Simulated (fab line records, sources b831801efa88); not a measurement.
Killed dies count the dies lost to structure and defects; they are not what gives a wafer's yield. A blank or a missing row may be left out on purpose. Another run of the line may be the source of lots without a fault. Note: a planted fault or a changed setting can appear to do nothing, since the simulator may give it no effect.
Lot-split experiment ; flow sky130 ; 23 wafers read across 5 lots, on a route 708 steps long

ON THE SPLIT
At SKY_LDD_HVN_COAT_02 (resist thk 300 nm), the setting resist thk nm was moved away from the recipe's 300 nm on 9 of the 23 wafers read, by -4.2% to +2.6%. This setting was run at the recipe's value on the other wafers.

The reading is taken at the split's own step.

THE READING
NOVOLAK_of_LDD_HVN_COAT_02.thk nm (the simulator's own value, which no gauge read), in nm, at SKY_LDD_HVN_COAT_02 (resist thk 300 nm). The file gives no usual value for it. Average 300.9 nm, standard deviation 0.78 nm, over the 14 wafers here run with the recipe.

wafer;tool, chamber at the split;resist thk nm as run, nm;against the recipe;NOVOLAK_of_LDD_HVN_COAT_02.thk nm, nm;against lot-mates on the recipe
L077.1;litho track-01, 0;300;recipe;302.5;-
L077.6;litho track-01, 0;300;recipe;302.5;-
L077.2;litho track-01, 0;287.7;-4.1%;289.7;-12.4
L077.4;litho track-01, 0;300;recipe;301.4;-
L077.5;litho track-01, 0;287.7;-4.1%;290.3;-11.8
L078.1;litho track-03, 0;289.3;-3.6%;289.9;-10.8
L078.2;litho track-03, 0;300;recipe;300.1;-
L078.3;litho track-03, 0;300;recipe;301.5;-
L078.4;litho track-03, 0;300;recipe;300.6;-
L078.5;litho track-03, 0;289.3;-3.6%;289.5;-11.2
L081.1;litho track-03, 0;300;recipe;300.5;-
L081.4;litho track-03, 0;300;recipe;299.8;-
L081.5;litho track-03, 0;300;recipe;301.2;-
L082.2;litho track-02, 0;300;recipe;300.3;-
L082.3;litho track-02, 0;287.4;-4.2%;287.6;-12.8
L082.4;litho track-02, 0;300;recipe;300.4;-
L082.5;litho track-02, 0;287.4;-4.2%;287.9;-12.5
L082.6;litho track-02, 0;300;recipe;300.6;-
L085.1;litho track-01, 0;307.7;+2.6%;308.6;+7.7
L085.2;litho track-01, 0;307.7;+2.6%;309.3;+8.4
L085.3;litho track-01, 0;300;recipe;301;-
L085.4;litho track-01, 0;300;recipe;300.8;-
L085.5;litho track-01, 0;307.7;+2.6%;309.5;+8.6

FIT RESULTS
A straight line over all 23 wafers: NOVOLAK_of_LDD_HVN_COAT_02.thk nm changes by +3.03 nm for each +1% of resist thk nm; r = +0.99; the points scatter about the line by 0.84 nm.
The same after taking each lot's own level away (the mean of its wafers on the recipe; 23 wafers): +3.06 nm for each +1%; r = +1.00; scatter 0.45 nm.
That fit puts the effect of the largest move of resist thk nm on the reading at 13 nm.
From 300.43 to 302.13 nm: that is the span of the lots' own levels, equal to 2.2 times the standard deviation above.
Consequently the slope shifts little with the lot-to-lot level, the two slopes agreeing.
Check: -12.8 nm against its lot-mates is what the line predicts for one of the wafers moved furthest among these (-4.2%) when that wafer is left out of the fit. Against them it came out at -12.8 nm.

OTHER SPLITS APPLIED TO THESE WAFERS
Other splits were also applied to these wafers ahead of the reading. Each is held against what the fit with the lots' levels taken away leaves over:
other split on the same wafers;wafers away from the commonest value;r with NOVOLAK_of_LDD_HVN_COAT_02.thk nm (lot level and that fit taken away)
SKY_SONOS_ONO_COAT_08 spin rpm;7;-0.11
SKY_SONOS_ONO_SOFTBAKE_09 time s;4;-0.17
SKY_GATE_OXIDE_IMPLANT_11 energy kev;7;+0.13
SKY_POLY_GATE_CVD_00 pressure mtorr;15;+0.20
SKY_POLY_GATE_IMPLANT_02 dose cm2;10;-0.13
SKY_POLY_GATE_DEVELOP_12 develop time s;10;+0.27
SKY_LDD_N_SOFTBAKE_03 temp c;8;-0.14
SKY_LDD_N_DEVELOP_06 dev temp c;6;+0.03
SKY_LDD_P_COAT_02 resist thk nm;11;-0.13

THE WHOLE CHAIN: every reading that the file lists as answering this split, in the file's order
step;what it does;reading;change (the file's fit);r (the file's)
SKY_LDD_HVN_COAT_02;resist thk 300 nm;NOVOLAK_of_LDD_HVN_COAT_02.thk nm (the simulator's own value, which no gauge read);+3.04 nm for each +1% of the setting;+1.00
SKY_LDD_HVN_STRIP_09;strips in O2/N2;strip time to endpoint s;withheld for each +1% of the setting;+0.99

THE FILE'S OWN FIT
NOVOLAK_of_LDD_HVN_COAT_02.thk nm changes by +3.04 nm for each +1% of resist thk nm, r = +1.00.
